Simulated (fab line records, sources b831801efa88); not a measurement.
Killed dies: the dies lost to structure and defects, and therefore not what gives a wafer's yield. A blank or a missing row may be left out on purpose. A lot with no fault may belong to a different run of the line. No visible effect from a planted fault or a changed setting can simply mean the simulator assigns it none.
The tool behind it: which one? / flow sky130 / 11 lots with 33 wafers sampled at 4 steps, on a route of 708 steps

## WHAT THE GAUGES READ, wafer by wafer
SKY_SD_P_TW_MEAS_11. Usual: for SD_P_TW the level is 2825 and the standard deviation is 24.
lot=L819; measured=day 25 12:58; on=film metro-03; SD_P_TW=2812 2814 2789; flag=
lot=L822; measured=day 26 18:50; on=film metro-01; SD_P_TW=2823 2829 2819; flag=
lot=L823; measured=day 27 00:52; on=film metro-03; SD_P_TW=2814 2812 2823; flag=
lot=L825; measured=day 27 15:05; on=film metro-03; SD_P_TW=2820 2821 2808; flag=
lot=L824; measured=day 27 15:46; on=film metro-03; SD_P_TW=2822 2808 2801; flag=
lot=L827; measured=day 28 06:07; on=film metro-01; SD_P_TW=2818 2834 2835; flag=
lot=L830; measured=day 29 11:16; on=film metro-01; SD_P_TW=2825 2825 2832; flag=
lot=L831; measured=day 29 15:58; on=film metro-02; SD_P_TW=2858 2879 2869; flag=
lot=L832; measured=day 29 17:46; on=film metro-02; SD_P_TW=2866 2855 2870; flag=
lot=L833; measured=day 30 12:07; on=film metro-02; SD_P_TW=2870 2847 2852; flag=
lot=L840; measured=day 32 16:53; on=film metro-03; SD_P_TW=2824 2816 2808; flag=

SKY_SD_N_RS_MEAS_16: measures by four-point-probe. Usual: for SD_N_RS the level is 68.67 ohm/sq and the standard deviation is 0.12.
lot=L819; measured=day 27 23:53; on=film metro-02; SD_N_RS (ohm/sq)=68.68 68.95 68.81; flag=
lot=L822; measured=day 29 04:01; on=film metro-02; SD_N_RS (ohm/sq)=68.92 68.71 68.76; flag=
lot=L823; measured=day 29 10:23; on=film metro-01; SD_N_RS (ohm/sq)=68.70 68.53 68.62; flag=
lot=L825; measured=day 30 00:19; on=film metro-03; SD_N_RS (ohm/sq)=68.55 68.74 68.63; flag=
lot=L824; measured=day 30 01:11; on=film metro-01; SD_N_RS (ohm/sq)=68.59 68.65 68.68; flag=
lot=L827; measured=day 30 14:58; on=film metro-01; SD_N_RS (ohm/sq)=68.62 68.62 68.62; flag=
lot=L830; measured=day 31 18:54; on=film metro-01; SD_N_RS (ohm/sq)=68.53 68.63 68.80; flag=
lot=L831; measured=day 31 23:54; on=film metro-01; SD_N_RS (ohm/sq)=70.47 70.57 70.46; flag=OFF
lot=L832; measured=day 32 01:38; on=film metro-02; SD_N_RS (ohm/sq)=68.70 68.74 68.67; flag=
lot=L833; measured=day 32 19:27; on=film metro-01; SD_N_RS (ohm/sq)=70.54 70.63 70.46; flag=OFF
lot=L840; measured=day 34 23:03; on=film metro-01; SD_N_RS (ohm/sq)=68.62 68.62 68.69; flag=

SKY_SD_N_RS_MEAS_17: measures by four-point-probe. Usual: for SD_P_RS the level is 147.3 ohm/sq and the standard deviation is 0.4.
lot=L819; measured=day 28 00:01; on=film metro-02; SD_P_RS (ohm/sq)=147.2 148.1 147.6; flag=
lot=L822; measured=day 29 04:08; on=film metro-02; SD_P_RS (ohm/sq)=147.6 147.5 147.5; flag=
lot=L823; measured=day 29 10:31; on=film metro-01; SD_P_RS (ohm/sq)=147.0 146.4 146.8; flag=
lot=L825; measured=day 30 00:26; on=film metro-03; SD_P_RS (ohm/sq)=146.8 147.3 147.3; flag=
lot=L824; measured=day 30 01:19; on=film metro-01; SD_P_RS (ohm/sq)=147.5 147.3 147.6; flag=
lot=L827; measured=day 30 15:05; on=film metro-01; SD_P_RS (ohm/sq)=147.0 147.2 147.4; flag=
lot=L830; measured=day 31 19:01; on=film metro-01; SD_P_RS (ohm/sq)=147.3 147.1 147.2; flag=
lot=L831; measured=day 32 00:01; on=film metro-01; SD_P_RS (ohm/sq)=157.2 157.2 157.3; flag=OFF
lot=L832; measured=day 32 01:46; on=film metro-02; SD_P_RS (ohm/sq)=147.2 147.9 147.7; flag=
lot=L833; measured=day 32 19:34; on=film metro-01; SD_P_RS (ohm/sq)=157.1 157.8 157.3; flag=OFF
lot=L840; measured=day 34 23:10; on=film metro-01; SD_P_RS (ohm/sq)=147.3 147.5 146.8; flag=

## WHAT TOOL EACH LOT RAN ON (gives the tool, then ch and the chambers of the sampled wafers, and finally the start)
lot=L819; SKY_SD_N_RTA_14=rtp anneal-01 ch 0, day 27 23:43
lot=L822; SKY_SD_N_RTA_14=rtp anneal-02 ch 0, day 29 03:50
lot=L823; SKY_SD_N_RTA_14=rtp anneal-01 ch 0, day 29 10:13
lot=L825; SKY_SD_N_RTA_14=rtp anneal-02 ch 0, day 30 00:08
lot=L824; SKY_SD_N_RTA_14=rtp anneal-01 ch 0, day 30 01:01
lot=L827; SKY_SD_N_RTA_14=rtp anneal-01 ch 0, day 30 14:47
lot=L830; SKY_SD_N_RTA_14=rtp anneal-02 ch 0, day 31 18:43
lot=L831; SKY_SD_N_RTA_14=rtp anneal-01 ch 0, day 31 23:44
lot=L832; SKY_SD_N_RTA_14=rtp anneal-02 ch 0, day 32 01:28
lot=L833; SKY_SD_N_RTA_14=rtp anneal-01 ch 0, day 32 19:17
lot=L840; SKY_SD_N_RTA_14=rtp anneal-02 ch 0, day 34 22:52
- SKY_SD_N_RTA_14: time 2 s.

## AS READ BY THE TOOLS THEMSELVES (means over the sampled wafers that have a number; for cases with no such wafer, the mark the record gives instead)
SKY_SD_N_RTA_14. Usual: lamp power pct 15.74 %, standard deviation 0.048; wafer_temp_C_max 1078.1, standard deviation 1.3.
lot=L819; tool=rtp anneal-01; lamp power pct (%)=15.73; wafer_temp_C_max=1078.3; flag=
lot=L822; tool=rtp anneal-02; lamp power pct (%)=15.76; wafer_temp_C_max=1077.4; flag=
lot=L823; tool=rtp anneal-01; lamp power pct (%)=15.74; wafer_temp_C_max=1077.7; flag=
lot=L825; tool=rtp anneal-02; lamp power pct (%)=15.74; wafer_temp_C_max=1077.9; flag=
lot=L824; tool=rtp anneal-01; lamp power pct (%)=15.71; wafer_temp_C_max=1077.8; flag=
lot=L827; tool=rtp anneal-01; lamp power pct (%)=15.72; wafer_temp_C_max=1078.4; flag=
lot=L830; tool=rtp anneal-02; lamp power pct (%)=15.76; wafer_temp_C_max=1077.9; flag=
lot=L831; tool=rtp anneal-01; lamp power pct (%)=15.29; wafer_temp_C_max=1077.6; flag=OFF
lot=L832; tool=rtp anneal-02; lamp power pct (%)=15.77; wafer_temp_C_max=1077.9; flag=
lot=L833; tool=rtp anneal-01; lamp power pct (%)=15.33; wafer_temp_C_max=1078.8; flag=OFF
lot=L840; tool=rtp anneal-02; lamp power pct (%)=15.78; wafer_temp_C_max=1078.6; flag=

## THE ANSWER, worked out from the rows above alone
Rule: a lot counts as off when the mean over its wafers that have a number is more than 3 standard deviations away from the usual mean. Also off: a lot with no number at a reading for which 4 or more lots have one. The other lots that the step has rows for count as sound. The gauges are gone through in route order, then the tools' own readings, and for those a lot's mean is taken as printed above. At the first step where some lot is off, the reading lying furthest off is the one used; lots without a number count as furthest.
Off: L831, L833, at SKY_SD_N_RS_MEAS_16 (SD_N_RS).
A tool fits if, at a process step before that reading, it ran every lot that is off, and no sound lot after the first of them. Not tried: the gauges at SKY_SD_N_RS_MEAS_16; whatever is off there is also off at SKY_SD_N_RTA_14, on other tools, and gauge error can't account for it. One candidate fits, namely rtp anneal-01 at SKY_SD_N_RTA_14. A fault onset in the window from L827 (day 30 14:47, its last sound lot) to L831 (day 31 23:44, its first lot off) fits.
The tool's own readings at SKY_SD_N_RTA_14 bear it out: on the lots that are off they differ by more than 5 times the standard deviation of the sound lots' means. lamp power pct reads 15.31 % there against 15.75 % on the sound lots.

## WHAT THE SIMULATOR PUT IN
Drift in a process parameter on rtp anneal-01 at SKY_SD_N_RTA_14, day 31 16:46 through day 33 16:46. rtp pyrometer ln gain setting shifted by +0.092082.
Lots struck among those shown: L831, L833. The rule above reached the same finding.
